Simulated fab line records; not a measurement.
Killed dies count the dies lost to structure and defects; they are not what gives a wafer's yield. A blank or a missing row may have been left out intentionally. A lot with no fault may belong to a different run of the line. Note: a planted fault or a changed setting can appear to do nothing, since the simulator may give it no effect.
What tool caused it? | flow gf180mcu | 11 lots, 33 wafers sampled, at 2 steps of a route of 602

WHAT EACH GAUGE READ, for each wafer
GF_STI_THK_MEAS_24.
lot  | measured    | on            | STI_CVD_23_THK (nm)
L817 | day 2 03:54 | film metro-03 | 649 650 649
L820 | day 2 19:01 | film metro-03 | 644 646 641
L823 | day 3 10:51 | film metro-01 | 650 652 648
L824 | day 3 15:52 | film metro-03 | 643 639 649
L826 | day 4 02:14 | film metro-01 | 653 658 659
L827 | day 4 08:03 | film metro-01 | 643 652 653
L830 | day 4 22:11 | film metro-01 | 657 651 654
L831 | day 5 03:08 | film metro-01 | 659 656 652
L835 | day 6 05:34 | film metro-01 | 459 458 454 460 458 455
L836 | day 6 12:29 | film metro-03 | 453 450 462 452 450 462
L839 | day 7 03:04 | film metro-04 | 652 649 648

EACH LOT AND THE TOOL THAT RAN IT (in order: tool; ch and the chambers of the sampled wafers; start)
lot  | GF_STI_CVD_23
L817 | hdpcvd-01 ch 0,1,2, day 2 03:49
L820 | hdpcvd-01 ch 0,2, day 2 18:55
L823 | hdpcvd-01 ch 0,1, day 3 10:46
L824 | hdpcvd-02 ch 0,1, day 3 15:46
L826 | hdpcvd-02 ch 0,2, day 4 02:09
L827 | hdpcvd-01 ch 0,1,2, day 4 07:56
L830 | hdpcvd-01 ch 0,2, day 4 22:07
L831 | hdpcvd-02 ch 1,2, day 5 03:03
L835 | hdpcvd-01 ch 0,1, day 6 05:29
L836 | hdpcvd-01 ch 0,1,2, day 6 12:25
L839 | hdpcvd-02 ch 0,2, day 7 02:59
- GF_STI_CVD_23: deposits SiO2, target thk 650 nm, time 108.3 s.

THE ANSWER, worked out from the rows above alone
Rule: what is usual is taken from the lots themselves. Put in order of their means at a reading, lots are off if they are a third of the lots or fewer, leave a main group of 4 or more, and stand apart from it by a gap of 3 or more times the standard deviation of the main group's means; of several such gaps the widest counts. The tables above print the reading to a certain number of digits; a main group whose means all agree to those digits is not used. A lot without any number at a reading at which 4 lots or more have one is off too. Where the step has rows for the other lots, those lots are counted as sound.
Off: L835, L836, seen at GF_STI_THK_MEAS_24 (STI_CVD_23_THK). The main group: mean 650 nm, standard deviation 4.4.
If a tool, at a process step before that reading, ran all the lots that are off and no sound lot after the first of them, it fits. Those tools and the gauges at GF_STI_THK_MEAS_24 are tried in the same way. One fits: GF_STI_CVD_23 on hdpcvd-01. A fault onset in the window from L830 (day 4 22:07, its last sound lot) to L835 (day 6 05:29, its first lot off) fits.

WHAT THE SIMULATOR PUT IN
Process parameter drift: hdpcvd-01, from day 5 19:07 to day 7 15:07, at GF_STI_CVD_23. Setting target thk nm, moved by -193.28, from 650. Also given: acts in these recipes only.
Shown lots that were struck: L835, L836. The rule above found the same.
